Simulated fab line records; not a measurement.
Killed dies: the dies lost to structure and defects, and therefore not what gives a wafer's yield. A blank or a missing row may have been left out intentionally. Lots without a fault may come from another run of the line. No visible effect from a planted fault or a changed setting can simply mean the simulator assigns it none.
8D (eight disciplines) problem report, filled in by code ; flow gf180mcu ; the parts of the form that need people (team, actions taken, sign-off) are left out

1. THE ISSUE
Mean NSD_RS at GF_PSD_RS_MEAS_14: 41.53 ohm/sq over 4 wafers in 3 lots; fault-free wafers: 46.16 ohm/sq, standard deviation 0.097. That puts it -48 standard deviations away from the usual mean.
The step: measures by four-point-probe.
Seen first at day 16 04:17 on filmMetro-01, wafer L626.4. The record has a number at this step for 33 wafers belonging to 12 lots. The rule behind "out" and "out of limits": a value lying over 4 standard deviations away from the usual mean. The other wafers with a number count as sound.

2. WHAT IT IS, AND WHAT IT ISN'T
question;is;is not
which readings at this step;NSD_RS;-
which lots;L626, L627, L628;L620, L621, L635, L636, L637, L639, L640, L642, L643
which wafers of those lots;L626.4, L626.6, L627.6, L628.4;L627.1, L628.3
read on which gauges;filmMetro-01, filmMetro-04;filmMetro-02
when;from day 16 04:17;"up to then (6 sound wafers); but 23 sound wafers of L627, L628, L635, L636, L637, L639, L640, L642, L643 came after"

3. THE SUSPECTS, EACH WITH WHAT RULES IT OUT
Counting: if a tool at a process step up to the reading ran every lot that is out, it stays a suspect. Sound lots after the first of them don't rule it out here, since some wafers of a struck lot are sound.
- the gauge at GF_PSD_RS_MEAS_14 is ruled out. The wafers that are out were read on 2 gauges (filmMetro-01, filmMetro-04).
- rtpAnneal-02 at GF_PSD_RTA_13 (time 20 s): kept. It ran every lot that is out, first L626 (day 16 04:11); its last sound lot up to then is L621 (day 14 13:29). Its own readings are out on those wafers: runLengthS.
Remaining after the count: rtpAnneal-02 at GF_PSD_RTA_13.

4. THE CAUSE (what the simulator had put in)
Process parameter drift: rtpAnneal-02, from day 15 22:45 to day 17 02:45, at GF_PSD_RTA_13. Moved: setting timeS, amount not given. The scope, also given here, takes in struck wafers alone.
Counting left only this tool.

5. THE CHAIN OF EFFECTS, in route order
Rows list readings where the struck wafers' mean (over those with a number) sits beyond 3 standard deviations from the usual. Only readings whose record carries a usual standard deviation are examined. hours: median over the lots of the time between each lot's start at the first step of this table that gives one and its start at this step. sigmas: the change, counted in usual standard deviations.
hours;step;reading;usual;on struck wafers;change;sigmas
0;GF_PSD_RTA_13;runLengthS;48.5 s;74.7;+26.2;+57
0;GF_PSD_RS_MEAS_14;NSD_RS;46.16 ohm/sq;41.53;-4.63;-48
0;GF_PSD_RS_MEAS_15;PSD_RS;108.6 ohm/sq;100.4;-8.2;-26
Its process steps:
- GF_PSD_RTA_13: time 20 s.

6. HOW IT WOULD HAVE BEEN CAUGHT EARLIER
In this record the first reading out of limits at a measuring or inspecting step was taken at day 16 04:17, 6 hours after the fault began at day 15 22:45.
Tool's own readings at GF_PSD_RTA_13, runLengthS: out on all struck wafers the step has rows for; an alarm limit on them would have tripped on the first.
Lots out: 3; of these, L627, L628 started GF_PSD_RTA_13 on rtpAnneal-02 after day 16 04:17. A hold on the tool at that time would have spared those 2.
